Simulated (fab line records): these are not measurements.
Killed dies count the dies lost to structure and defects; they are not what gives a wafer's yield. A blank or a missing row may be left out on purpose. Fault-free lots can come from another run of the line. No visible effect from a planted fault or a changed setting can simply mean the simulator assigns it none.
Matching of chambers	flow sky130	SKY_SPACER_ETCHBACK_02 on rie diel-01 has 4 sister chambers
The step etches Si3N4 in CH3F/O2, stops on SiO2, time 46.7 s, target depth 45 nm. 18 wafers are shown with their chamber, then 9 later ones without.

== EACH WAFER AND ITS CHAMBER ==
wafer	chamber	drypump motor current A (A)	oes product au (a.u.)	throttle valve pct (%)
L076.3	0	4.9	0.857	10.566
L076.5	3	6.6	0.860	10.556
L076.6	0	4.9	0.857	10.575
L077.3	0	5.0	0.856	10.569
L077.4	2	5.5	0.860	10.556
L077.5	2	5.6	0.854	10.569
L081.1	1	5.9	0.859	10.560
L081.2	2	5.5	0.854	10.565
L081.3	3	6.6	0.844	10.557
L081.4	2	5.5	0.855	10.552
L081.5	1	5.9	0.849	10.575
L081.6	3	6.5	0.855	10.573
L083.1	3	6.6	0.856	10.550
L083.4	3	6.6	0.855	10.569
L083.6	0	4.9	0.851	10.561
L088.2	2	5.5	0.852	10.571
L088.4	3	6.5	0.859	10.563
L088.6	1	5.9	0.846	10.545

SIGNATURES (averages over the wafers above)
reading	chamber 0	chamber 1	chamber 2	chamber 3	scatter within a chamber
drypump motor current A	4.925	5.900	5.520	6.567	0.0454
oes product au	0.85525	0.85133	0.85500	0.85483	0.00475
throttle valve pct	10.56775	10.56000	10.56260	10.56133	0.00926
Rule: for a wafer and a chamber, the distance is found by dividing, reading by reading, the gap between the wafer's reading and the chamber's mean by the reading's scatter, squaring, summing and taking the root. The wafer belongs to the nearest chamber; if the next one is less than 2 further off, it can't be placed. The scatter: the root of (the sum of the squares of (reading less its chamber's mean) over the shown wafers, divided by (wafers less chambers)).

== WAFERS WITH NO CHAMBER GIVEN ==
wafer	drypump motor current A (A)	oes product au (a.u.)	throttle valve pct (%)
L093.1	5.9	0.854	10.560
L093.3	5.5	0.852	10.566
L093.6	6.6	0.858	10.566
L094.2	5.5	0.858	10.560
L094.4	6.6	0.866	10.565
L094.6	6.0	0.857	10.576
L095.1	5.9	0.848	10.575
L095.3	5.5	0.860	10.562
L095.6	4.9	0.852	10.564

== WHICH CHAMBER EACH WENT THROUGH ==
wafer	from the rows above	in truth
L093.1	1	1
L093.3	2	2
L093.6	3	3
L094.2	2	2
L094.4	3	3
L094.6	1	1
L095.1	1	1
L095.3	2	2
L095.6	0	0
9 of 9 placed correctly. Number that these rows cannot place: 0. Placed wrongly: 0.
